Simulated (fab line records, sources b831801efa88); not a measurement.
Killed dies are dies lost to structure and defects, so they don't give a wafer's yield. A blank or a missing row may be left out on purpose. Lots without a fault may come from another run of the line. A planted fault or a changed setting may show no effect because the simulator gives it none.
Which tool did it? | flow sky130 | 12 lots, 36 wafers sampled, at 1 step of a route of 708

WHAT THE GAUGES READ, wafer by wafer
SKY_SONOS_ONO_THK_MEAS_05. Usual: SONOS_ONO_CVD_04_THK 5.67 nm, standard deviation 0.13.
lot  | measured     | on            | SONOS_ONO_CVD_04_THK (nm) | flag
L761 | day 13 00:52 | film_metro-01 | 5.72 5.92 5.63            |
L762 | day 13 04:04 | film_metro-04 | 5.62 5.70 5.70            |
L764 | day 13 23:56 | film_metro-01 | 5.56 5.59 5.47            |
L765 | day 14 10:34 | film_metro-04 | 5.71 5.64 5.75            |
L771 | day 16 10:49 | film_metro-01 | 5.94 5.91 5.95            |
L772 | day 16 18:50 | film_metro-01 | 5.59 5.57 5.54            |
L773 | day 17 04:02 | film_metro-01 | 5.66 5.64 5.61            |
L774 | day 17 15:44 | film_metro-04 | 5.57 5.52 5.66            |
L775 | day 17 19:55 | film_metro-01 | 5.82 5.83 5.87            |
L777 | day 18 07:16 | film_metro-01 | 5.65 5.66 5.80            |
L778 | day 18 18:13 | film_metro-04 | 5.43 5.38 5.43            |
L780 | day 19 14:54 | film_metro-01 | 5.87 5.75 5.74            |

WHICH TOOL RAN EACH LOT (tool, then ch and the chambers of the sampled wafers, then the start)
The record holds no process step before these readings.

WHAT THE TOOLS THEMSELVES READ (means of the sampled wafers that have a number; where no wafer has one, the mark that the record gives instead)
The record holds no such reading with a usual standard deviation.

THE ANSWER, worked out from the rows above alone
Rule: a lot is off if the mean of its wafers that have a number lies more than 3 standard deviations from the usual mean. A lot without any number at a reading at which 4 lots or more have one is off too. The other lots that the step has rows for count as sound. The gauges are gone through in route order, then the tools' own readings, and for those a lot's mean is taken as printed above. The first step at which some lot is off is used, and at that step the reading that is off furthest; a lot without a number counts as furthest.
No lot is off at any reading shown: from this, nothing can be told.

WHAT THE SIMULATOR HAD PUT IN
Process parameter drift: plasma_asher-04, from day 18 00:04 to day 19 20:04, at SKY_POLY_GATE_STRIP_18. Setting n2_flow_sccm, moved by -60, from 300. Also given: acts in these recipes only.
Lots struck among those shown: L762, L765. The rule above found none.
